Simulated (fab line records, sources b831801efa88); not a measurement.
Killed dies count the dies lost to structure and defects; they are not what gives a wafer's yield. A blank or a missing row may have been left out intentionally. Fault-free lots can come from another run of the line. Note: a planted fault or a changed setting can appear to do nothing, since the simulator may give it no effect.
2 desks, one fault / flow sky130 / what lay behind the numbers comes last; until then each desk has only its own

== FOR THE TOOL OWNER'S DESK: implanter-02 ==
The tool's own readings at SKY_VT_ADJUST_LVTN_IMPLANT_19: means of the sampled wafers that have a number, for each lot that ran on this tool. If a lot's mean is further than 4 standard deviations from the usual mean, the lot is out of limits and carries the mark OUT (the distance appears in the brackets).
Columns: A = beam_on_s at SKY_VT_ADJUST_LVTN_IMPLANT_19, usual 9.99 s; B = end_station_pressure_torr at SKY_VT_ADJUST_LVTN_IMPLANT_19, usual 5.02e-06 Torr; C = faraday_current_uA at SKY_VT_ADJUST_LVTN_IMPLANT_19, usual 3.67
lot=L830; first seen here=day 8 21:39; A=9.95; B=5.02e-06; C=3.69
lot=L831; first seen here=day 9 05:57; A=9.91; B=5.04e-06; C=3.70
lot=L835; first seen here=day 10 16:52; A=9.98; B=5.08e-06; C=3.68
lot=L837; first seen here=day 11 04:37; A=10.25; B=5.20e-06; C=3.58
lot=L840; first seen here=day 11 20:34; A=13.38 (+17) OUT; B=4.87e-06; C=2.73 (-13) OUT
lot=L844; first seen here=day 13 05:39; A=13.05 (+15) OUT; B=4.78e-06; C=2.80 (-12) OUT
This desk's verdict: out of limits on L840, L844, starting with L840 at day 11 20:34 (beam_on_s at SKY_VT_ADJUST_LVTN_IMPLANT_19). Within limits: L830, L831, L835, L837.

== THE METROLOGY DESK ==
What the gauges read for every lot (on any tool): the sampled wafers with a number, averaged. If a lot's mean is further than 4 standard deviations from the usual mean, the lot is out of limits and carries the mark OUT (the distance appears in the brackets).
Columns: A = FIELD_ISO_OXIDATION_00_THK at SKY_FIELD_ISO_THK_MEAS_02, usual 11.89 nm; B = FIELD_ISO_CVD_03_THK at SKY_FIELD_ISO_THK_MEAS_04, usual 166.1 nm; C = NWELL_TW at SKY_NWELL_TW_MEAS_15, usual 1807; D = VT_ADJUST_LVTN_2_TW at SKY_VT_ADJUST_LVTN_TW_MEAS_21, usual 187.9
lot=L825; first seen here=day 1 12:43; A=11.42; B=166.5; C=1796; D=190.7
lot=L826; first seen here=day 1 18:01; A=11.85; B=166.0; C=1808; D=185.4
lot=L827; first seen here=day 1 21:40; A=11.98; B=165.5; C=1796; D=186.3
lot=L828; first seen here=day 2 02:49; A=11.29; B=167.8; C=1822; D=185.9
lot=L830; first seen here=day 2 14:00; A=11.67; B=166.1; C=1788; D=189.0
lot=L831; first seen here=day 2 17:38; A=12.23; B=168.3; C=1825; D=190.8
lot=L832; first seen here=day 2 22:38; A=12.18; B=165.4; C=1805; D=190.3
lot=L835; first seen here=day 3 13:38; A=11.84; B=163.2; C=1811; D=191.3
lot=L837; first seen here=day 3 23:38; A=12.27; B=167.1; C=1805; D=188.9
lot=L838; first seen here=day 4 04:39; A=12.04; B=167.4; C=1795; D=186.0
lot=L840; first seen here=day 4 14:40; A=11.96; B=163.5; C=1795; D=204.8 (+8.1) OUT
lot=L844; first seen here=day 5 10:38; A=11.69; B=165.2; C=1806; D=202.3 (+6.9) OUT
lot=L847; first seen here=day 6 01:38; A=12.07; B=165.7; C=1806; D=188.5
This desk finds L840, L844 out of limits, with the earliest case on L840 at day 11 20:47 (VT_ADJUST_LVTN_2_TW at SKY_VT_ADJUST_LVTN_TW_MEAS_21). Within limits: L825, L826, L827, L828, L830, L831, L832, L835, L837, L838, L847.

== ALL TOGETHER ==
An alarm could have come from the tool owner's desk at day 11 20:34, on L840, L844.
At day 11 20:47 the metrology desk could have sounded an alarm, on L840, L844.
All the named lots went through SKY_VT_ADJUST_LVTN_IMPLANT_19 on implanter-02.

== WHAT WAS PUT IN BY THE SIMULATOR ==
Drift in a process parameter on implanter-02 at SKY_VT_ADJUST_LVTN_IMPLANT_19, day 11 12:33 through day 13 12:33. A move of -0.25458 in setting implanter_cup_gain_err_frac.
Shown lots that were struck: L840, L844.
Time in hours from fault onset to the first out-of-limits reading at each desk: tool owner's desk 8, metrology desk 8.
